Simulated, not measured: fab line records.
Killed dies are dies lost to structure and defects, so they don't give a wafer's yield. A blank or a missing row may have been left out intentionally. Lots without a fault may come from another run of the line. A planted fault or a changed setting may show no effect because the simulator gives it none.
Tool commonality check	flow sky130	13 lots, 39 wafers sampled

## REASON IT WAS OPENED
SKY_VT_ADJUST_PCH_TW_MEAS_10, reading VT_ADJUST_PCH_TW: flagged on 1 of 13 lots. Wafers without a fault read 142.2, standard deviation 0.74.
Rule: a lot is flagged when every wafer of it that has a number lies more than 4 standard deviations from that mean, or none has a number. As for the other lots, they are considered sound.

lot	measured	on	VT_ADJUST_PCH_TW, wafer by wafer	flag
L816	day 10 16:44	filmMetro-02	142.3 142.8 142.6	
L818	day 11 01:55	filmMetro-02	142.1 142.9 142.0	
L817	day 11 02:32	filmMetro-04	142.1 142.1 141.4	
L819	day 11 11:03	filmMetro-04	140.9 141.3 141.8	
L820	day 11 17:34	filmMetro-02	141.9 142.4 141.9	
L821	day 12 03:50	filmMetro-02	142.0 141.3 141.6	
L823	day 13 00:43	filmMetro-02	142.1 141.5 141.5	
L828	day 14 06:21	filmMetro-04	142.4 142.8 142.5	
L829	day 14 15:13	filmMetro-04	141.9 142.5 142.8	
L831	day 15 05:02	filmMetro-02	29.8 29.7 29.8	FLAGGED
L833	day 15 20:38	filmMetro-03	141.9 143.0 142.7	
L834	day 15 23:53	filmMetro-04	141.7 141.3 142.0	
L839	day 17 16:47	filmMetro-02	141.9 141.6 142.2	
On average the flagged lots read 29.8, which is -112.4 against the usual, or -99 or more standard deviations.

## EACH LOT AND THE TOOL IT RAN ON
The record holds 1 process step before the reading, out of a route of 708 steps. Read each cell as the tool, then ch plus the chambers that the sampled wafers visited, then the start.
lot	flag	SKY_VT_ADJUST_PCH_EXPOSE_04
L816		ilineStepper-02 ch 0, day 10 04:47
L818		ilineStepper-02 ch 0, day 10 14:17
L817		ilineStepper-01 ch 0, day 10 15:04
L819		ilineStepper-01 ch 0, day 10 23:26
L820		ilineStepper-01 ch 0, day 11 05:44
L821		ilineStepper-01 ch 0, day 11 15:45
L823		ilineStepper-01 ch 0, day 12 12:11
L828		ilineStepper-02 ch 0, day 13 17:21
L829		ilineStepper-02 ch 0, day 14 02:17
L831	FLAGGED	ilineStepper-02 ch 0, day 14 15:17
L833		ilineStepper-02 ch 0, day 15 06:31
L834		ilineStepper-01 ch 0, day 15 09:39
L839		ilineStepper-02 ch 0, day 17 02:05
What these steps do:
- SKY_VT_ADJUST_PCH_EXPOSE_04: exposes mask NWM, target cd 840 nm.
- SKY_VT_ADJUST_PCH_TW_MEAS_10

## FLAGGED AGAINST TOTAL, ONE TOOL AT A TIME (gauges that did the reading follow at the end)
step	tool	lots run	flagged	share of the flagged lots	sound lots run after its first flagged lot
SKY_VT_ADJUST_PCH_EXPOSE_04	ilineStepper-01	6	0	none	-
SKY_VT_ADJUST_PCH_EXPOSE_04	ilineStepper-02	7	1	all	2 (L833,L839)
SKY_VT_ADJUST_PCH_TW_MEAS_10	filmMetro-02	7	1	all	1 (L839)
SKY_VT_ADJUST_PCH_TW_MEAS_10	filmMetro-03	1	0	none	-
SKY_VT_ADJUST_PCH_TW_MEAS_10	filmMetro-04	5	0	none	-

## WHAT THE TABLE PERMITS
ilineStepper-02 at SKY_VT_ADJUST_PCH_EXPOSE_04 and filmMetro-02 at SKY_VT_ADJUST_PCH_TW_MEAS_10 are the 2 rows of the table that ran each flagged lot.
- ilineStepper-02 at SKY_VT_ADJUST_PCH_EXPOSE_04 ran 7 lots, 1 of them flagged. Lots that were sound ran on it after the first flagged one (L833, L839); a persistent fault on the entire tool would not allow that.
- filmMetro-02 at SKY_VT_ADJUST_PCH_TW_MEAS_10 ran 7 lots, 1 of them flagged. Lots that were sound ran on it after the first flagged one (L839); a persistent fault on the entire tool would not allow that.
Not one row of the table ran every flagged lot while running no sound lot after the first.

## WHAT THE SIMULATOR PUT IN
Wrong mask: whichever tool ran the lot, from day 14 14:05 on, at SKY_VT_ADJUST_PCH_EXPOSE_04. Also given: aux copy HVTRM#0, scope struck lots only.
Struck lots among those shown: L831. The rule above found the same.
